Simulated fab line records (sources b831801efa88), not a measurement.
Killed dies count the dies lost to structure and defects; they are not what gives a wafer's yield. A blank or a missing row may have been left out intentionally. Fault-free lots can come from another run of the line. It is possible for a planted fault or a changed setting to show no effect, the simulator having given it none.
A single fault, viewed from 2 desks | flow gf180mcu | what lay behind the numbers comes last; until then each desk has only its own

METROLOGY DESK
Lot by lot, what the gauges showed, no matter which tool ran the lot: averages of those sampled wafers that carry a number. A lot is out of limits, marked OUT, if its mean lies more than 4 standard deviations from the usual mean; the brackets give that distance.
Columns: A = STI_OXIDATION_01_THK at GF_STI_THK_MEAS_22, usual 15.0 nm; B = HV_LDD_OVL at GF_HV_LDD_OVL_MEAS_08, usual 0.0 nm
lot  | first seen here | A    | B
L895 | day 2 12:11     | 15.5 | 0.3
L897 | day 2 19:56     | 14.9 | -0.5
L901 | day 3 16:26     | 15.0 | 0.1
L902 | day 3 20:37     | 15.0 | 0.1
L903 | day 4 01:41     | 15.3 | -0.8
L904 | day 4 06:43     | 15.0 | -0.2
L909 | day 5 08:03     | 14.5 | 1.3
L910 | day 5 13:56     | 15.2 | -0.7
L911 | day 5 18:48     | 14.6 | 0.7
L913 | day 6 05:02     | 14.9 | -1.9
L914 | day 6 09:56     | 14.7 | -1.0
L915 | day 6 15:06     | 15.1 | 0.4
L916 | day 6 20:21     | 15.0 | 0.2
L917 | day 7 01:08     | 15.6 | 2.5
This desk's finding: nothing out of limits on any of the 14 lots.

FOR THE TOOL OWNER'S DESK: implanter-02
For each lot that ran on this tool, the mean over its sampled wafers that have a number, from the tool's own readings at GF_HV_LDD_IMPLANT_34. A lot is out of limits, marked OUT, if its mean lies more than 4 standard deviations from the usual mean; the brackets give that distance.
Columns: A = beamEnergyKeV at GF_HV_LDD_IMPLANT_34, usual 59.999; B = faradayCurrentUA at GF_HV_LDD_IMPLANT_34, usual 42.3
lot  | first seen here | A                        | B
L897 | day 12 11:34    | 59.990                   | 43.4
L903 | day 14 09:39    | 56.356 (-99 or more) OUT | 41.7
L904 | day 14 14:29    | 56.370 (-99 or more) OUT | 43.2
L915 | day 18 09:28    | 59.980                   | 42.3
L917 | day 18 22:27    | 59.995                   | 41.8
This desk's verdict: out of limits on L903, L904, starting with L903 at day 14 09:39 (beamEnergyKeV at GF_HV_LDD_IMPLANT_34). Within limits: L897, L915, L917.

BROUGHT TOGETHER
On L903, L904, at day 14 09:39, an alarm was possible from the tool owner's desk.
At the metrology desk, nothing out of limits was observed.
The metrology desk holds a record of L903, L904, inside its limits.
Of the lots named, all ran GF_HV_LDD_IMPLANT_34 on implanter-02.

WHAT THE SIMULATOR HAD INSERTED
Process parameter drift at GF_HV_LDD_IMPLANT_34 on implanter-02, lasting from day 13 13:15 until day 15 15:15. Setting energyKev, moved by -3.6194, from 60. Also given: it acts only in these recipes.
Shown lots that were struck: L903, L904.
Delay in hours, fault start to first out-of-limits reading, by desk: the tool owner's desk at 20.
